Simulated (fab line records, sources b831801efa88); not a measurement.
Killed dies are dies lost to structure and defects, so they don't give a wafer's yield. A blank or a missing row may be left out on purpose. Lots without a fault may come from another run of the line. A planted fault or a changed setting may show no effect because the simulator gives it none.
Which tool did it? | flow sky130 | 11 lots, 33 wafers sampled, at 3 steps of a route of 708

WHAT THE GAUGES READ, wafer by wafer
SKY_LOCAL_INTERCONNECT_RS_MEAS_01: measures by four-point-probe. Usual: LOCAL_INTERCONNECT_TIN_RS 14.17 ohm/sq, standard deviation 0.17.
lot  | measured     | on            | LOCAL_INTERCONNECT_TIN_RS (ohm/sq) | flag
L242 | day 30 01:14 | film_metro-01 | 14.06 14.14 14.21                  |
L243 | day 30 16:37 | film_metro-04 | 14.12 14.45 14.42                  |
L248 | day 32 00:32 | film_metro-01 | 14.32 14.15 14.16                  |
L249 | day 32 11:35 | film_metro-03 | 14.26 14.27 14.34                  |
L253 | day 33 10:50 | film_metro-03 | 14.24 14.11 14.33                  |
L252 | day 33 11:56 | film_metro-04 | 14.03 14.21 14.30                  |
L254 | day 33 22:28 | film_metro-04 | 13.96 14.16 13.74                  |
L255 | day 34 01:25 | film_metro-01 | 14.09 14.22 14.08                  |
L256 | day 34 15:11 | film_metro-01 | 13.83 13.84 13.78                  |
L259 | day 35 12:22 | film_metro-04 | 14.02 14.20 14.02                  |
L263 | day 36 17:53 | film_metro-01 | 14.32 14.24 14.26                  |

SKY_LOCAL_INTERCONNECT_THK_MEAS_02: measures by xrf. Usual: LOCAL_INTERCONNECT_TIN_THK 99.3 nm, standard deviation 1.2.
lot  | measured     | on            | LOCAL_INTERCONNECT_TIN_THK (nm) | flag
L242 | day 30 01:21 | film_metro-01 | 99.8 99.1 99.0                  |
L243 | day 30 16:43 | film_metro-04 | 100.1 98.1 97.5                 |
L248 | day 32 00:37 | film_metro-01 | 98.2 99.8 99.3                  |
L249 | day 32 11:42 | film_metro-03 | 98.2 97.7 98.2                  |
L253 | day 33 10:57 | film_metro-03 | 99.1 100.1 98.5                 |
L252 | day 33 12:02 | film_metro-04 | 99.9 98.7 98.1                  |
L254 | day 33 22:35 | film_metro-04 | 100.4 99.2 102.0                |
L255 | day 34 01:32 | film_metro-01 | 100.1 99.0 100.4                |
L256 | day 34 15:19 | film_metro-01 | 101.6 101.8 102.4               |
L259 | day 35 12:29 | film_metro-04 | 100.2 99.6 100.9                |
L263 | day 36 17:59 | film_metro-01 | 97.8 98.7 98.3                  |

SKY_LOCAL_INTERCONNECT_CD_MEAS_11: target cd 170 nm. Usual: cd_nm 169.5 nm, standard deviation 1.2.
lot  | measured     | on        | cd_nm (nm)        | flag
L242 | day 31 04:10 | cd_sem-01 | 169.5 169.9 168.9 |
L243 | day 31 19:37 | cd_sem-02 | 169.6 171.3 169.7 |
L248 | day 33 03:21 | cd_sem-02 | 171.6 171.0 170.3 |
L249 | day 33 13:33 | cd_sem-02 | 168.0 168.8 168.5 |
L253 | day 34 13:46 | cd_sem-02 | 168.0 169.6 168.7 |
L252 | day 34 14:29 | cd_sem-02 | 169.5 168.1 166.6 |
L254 | day 35 01:44 | cd_sem-01 | 169.9 170.0 170.3 |
L255 | day 35 04:02 | cd_sem-01 | 171.4 171.5 171.7 |
L256 | day 35 18:14 | cd_sem-01 | 168.6 168.7 168.2 |
L259 | day 36 14:59 | cd_sem-02 | 170.3 168.3 169.3 |
L263 | day 37 19:29 | cd_sem-01 | 166.6 168.2 168.0 |

WHICH TOOL RAN EACH LOT (tool, then ch and the chambers of the sampled wafers, then the start)
The record holds no process step before these readings.

WHAT THE TOOLS THEMSELVES READ (means of the sampled wafers that have a number; where no wafer has one, the mark that the record gives instead)
The record holds no such reading with a usual standard deviation.

THE ANSWER, worked out from the rows above alone
Rule: a lot is off if the mean of its wafers that have a number lies more than 3 standard deviations from the usual mean. A lot without any number at a reading at which 4 lots or more have one is off too. The other lots that the step has rows for count as sound. The gauges are gone through in route order, then the tools' own readings, and for those a lot's mean is taken as printed above. The first step at which some lot is off is used, and at that step the reading that is off furthest; a lot without a number counts as furthest.
No lot is off at any reading shown: from this, nothing can be told.

WHAT THE SIMULATOR HAD PUT IN
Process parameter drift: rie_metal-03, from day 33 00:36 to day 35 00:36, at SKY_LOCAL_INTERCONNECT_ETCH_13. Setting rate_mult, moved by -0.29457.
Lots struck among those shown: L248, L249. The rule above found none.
